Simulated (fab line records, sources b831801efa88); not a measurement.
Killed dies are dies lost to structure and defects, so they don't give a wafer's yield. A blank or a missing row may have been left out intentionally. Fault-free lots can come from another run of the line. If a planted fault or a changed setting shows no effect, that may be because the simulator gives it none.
Which tool was responsible? + flow sky130 + Sampling: 14 lots, 42 wafers, 3 of 708 route steps

## WHAT THE GAUGES SHOWED, per wafer
SKY_DNWELL_TW_MEAS_09. Usual: DNWELL_TW typically reads 1108, with standard deviation 6.5.
| lot  | measured    | on           | DNWELL_TW      | flag |
|------|-------------|--------------|----------------|------|
| L746 | day 3 03:20 | filmMetro-03 | 1103 1107 1099 |      |
| L747 | day 3 10:37 | filmMetro-02 | 1123 1121 1113 |      |
| L748 | day 3 15:37 | filmMetro-02 | 1115 1121 1118 |      |
| L749 | day 3 21:32 | filmMetro-03 | 1095 1102 1097 |      |
| L750 | day 4 01:38 | filmMetro-03 | 1105 1108 1110 |      |
| L751 | day 4 08:17 | filmMetro-02 | 1115 1106 1108 |      |
| L752 | day 4 14:53 | filmMetro-04 | 1115 1113 1112 |      |
| L753 | day 4 22:46 | filmMetro-02 | 1116 1113 1117 |      |
| L755 | day 5 05:26 | filmMetro-02 | 1104 1103 1098 |      |
| L756 | day 5 10:13 | filmMetro-04 | 1119 1116 1116 |      |
| L759 | day 6 04:04 | filmMetro-03 | 1100 1098 1103 |      |
| L765 | day 7 10:00 | filmMetro-03 | 1104 1106 1104 |      |
| L766 | day 7 15:51 | filmMetro-04 | 1112 1114 1116 |      |
| L767 | day 7 23:08 | filmMetro-02 | 1101 1102 1102 |      |

SKY_NWELL_RS_MEAS_29: the measuring method here is four-point-probe. Usual: NWELL_RS typically reads 624.7 ohm/sq, with standard deviation 1.5.
| lot  | measured     | on           | NWELL_RS (ohm/sq) | flag |
|------|--------------|--------------|-------------------|------|
| L746 | day 5 04:55  | filmMetro-03 | 626.4 625.9 626.1 |      |
| L747 | day 5 12:47  | filmMetro-04 | 623.7 626.3 624.5 |      |
| L748 | day 5 19:35  | filmMetro-03 | 626.4 626.4 625.1 |      |
| L749 | day 6 02:06  | filmMetro-03 | 623.0 623.8 624.0 |      |
| L750 | day 6 06:13  | filmMetro-04 | 626.5 625.8 624.5 |      |
| L751 | day 6 15:44  | filmMetro-02 | 625.2 626.1 624.1 |      |
| L752 | day 6 22:26  | filmMetro-02 | 625.5 622.8 625.7 |      |
| L753 | day 7 05:44  | filmMetro-03 | 622.9 623.4 623.6 |      |
| L755 | day 7 13:58  | filmMetro-04 | 623.3 622.5 622.0 |      |
| L756 | day 7 19:14  | filmMetro-03 | 624.5 626.5 627.7 |      |
| L759 | day 8 16:03  | filmMetro-04 | 625.8 627.4 626.0 |      |
| L765 | day 10 01:39 | filmMetro-04 | 623.7 621.9 625.8 |      |
| L766 | day 10 08:22 | filmMetro-03 | 624.6 624.6 622.8 |      |
| L767 | day 10 17:28 | filmMetro-03 | 623.4 623.9 623.5 |      |

## WHICH TOOL RAN EACH LOT (tool, then ch and the chambers of the sampled wafers, then the start)
| lot  | SKY_FIELD_ISO_ETCH_15            |
|------|----------------------------------|
| L746 | rieDiel-02 ch 0,1,2, day 2 04:47 |
| L747 | rieDiel-04 ch 0,1,2, day 2 12:09 |
| L748 | rieDiel-02 ch 0,1,2, day 2 14:42 |
| L749 | rieDiel-02 ch 0,1,3, day 2 22:14 |
| L750 | rieDiel-04 ch 2,3, day 3 01:31   |
| L751 | rieDiel-03 ch 2,3, day 3 06:47   |
| L752 | rieDiel-02 ch 1,2,3, day 3 12:58 |
| L753 | rieDiel-02 ch 0,1,2, day 3 17:34 |
| L755 | rieDiel-03 ch 0,2,3, day 4 04:03 |
| L756 | rieDiel-03 ch 0,2,3, day 4 08:41 |
| L759 | rieDiel-03 ch 2,3, day 5 02:32   |
| L765 | rieDiel-02 ch 0,3, day 6 07:45   |
| L766 | rieDiel-03 ch 0,1,3, day 6 13:01 |
| L767 | rieDiel-03 ch 2,3, day 6 17:42   |
- SKY_FIELD_ISO_ETCH_15: etches the open film in CHF3/O2, stops on Si, target depth 180 nm, time 72 s.

## WHAT THE TOOLS THEMSELVES READ (means of the sampled wafers that have a number; where no wafer has one, the mark that the record gives instead)
SKY_FIELD_ISO_ETCH_15. Usual: drypumpMotorCurrentA 5.7 A, standard deviation 0.41; oesProductAu 0.945 a.u., standard deviation 0.0066; throttleValvePct 8.844 %, standard deviation 0.0092.
| lot  | tool       | drypumpMotorCurrentA (A) | oesProductAu (a.u.) | throttleValvePct (%) | flag |
|------|------------|--------------------------|---------------------|----------------------|------|
| L746 | rieDiel-02 | 5.9                      | 0.940               | 8.853                |      |
| L747 | rieDiel-04 | 5.3                      | 0.948               | 8.847                |      |
| L748 | rieDiel-02 | 5.9                      | 0.942               | 8.839                |      |
| L749 | rieDiel-02 | 5.6                      | 0.947               | 8.842                |      |
| L750 | rieDiel-04 | 5.2                      | 0.948               | 8.841                |      |
| L751 | rieDiel-03 | 5.6                      | 0.940               | 8.848                |      |
| L752 | rieDiel-02 | 5.9                      | 0.943               | 8.846                |      |
| L753 | rieDiel-02 | 5.9                      | 0.948               | 8.852                |      |
| L755 | rieDiel-03 | 5.8                      | 0.953               | 8.848                |      |
| L756 | rieDiel-03 | 5.9                      | 0.945               | 8.837                |      |
| L759 | rieDiel-03 | 5.6                      | 0.939               | 8.837                |      |
| L765 | rieDiel-02 | 5.7                      | 0.938               | 8.847                |      |
| L766 | rieDiel-03 | 5.7                      | 0.947               | 8.845                |      |
| L767 | rieDiel-03 | 5.8                      | 0.942               | 8.838                |      |

## THE ANSWER, worked out from the rows above alone
Rule: lot off if the mean of its wafers having a number is beyond 3 standard deviations from the usual mean. Also off: a lot with no number at a reading for which 4 or more lots have one. Where the step has rows for the other lots, those lots are counted as sound. After the gauges, taken in route order, come the tools' own readings; for these a lot's mean is taken, as printed above. The first step at which some lot is off is used, and at that step the reading that is off furthest; a lot without a number counts as furthest.
Across all readings shown, no lot is off: no conclusion can be drawn from this.

## WHAT HAD BEEN PUT IN BY THE SIMULATOR
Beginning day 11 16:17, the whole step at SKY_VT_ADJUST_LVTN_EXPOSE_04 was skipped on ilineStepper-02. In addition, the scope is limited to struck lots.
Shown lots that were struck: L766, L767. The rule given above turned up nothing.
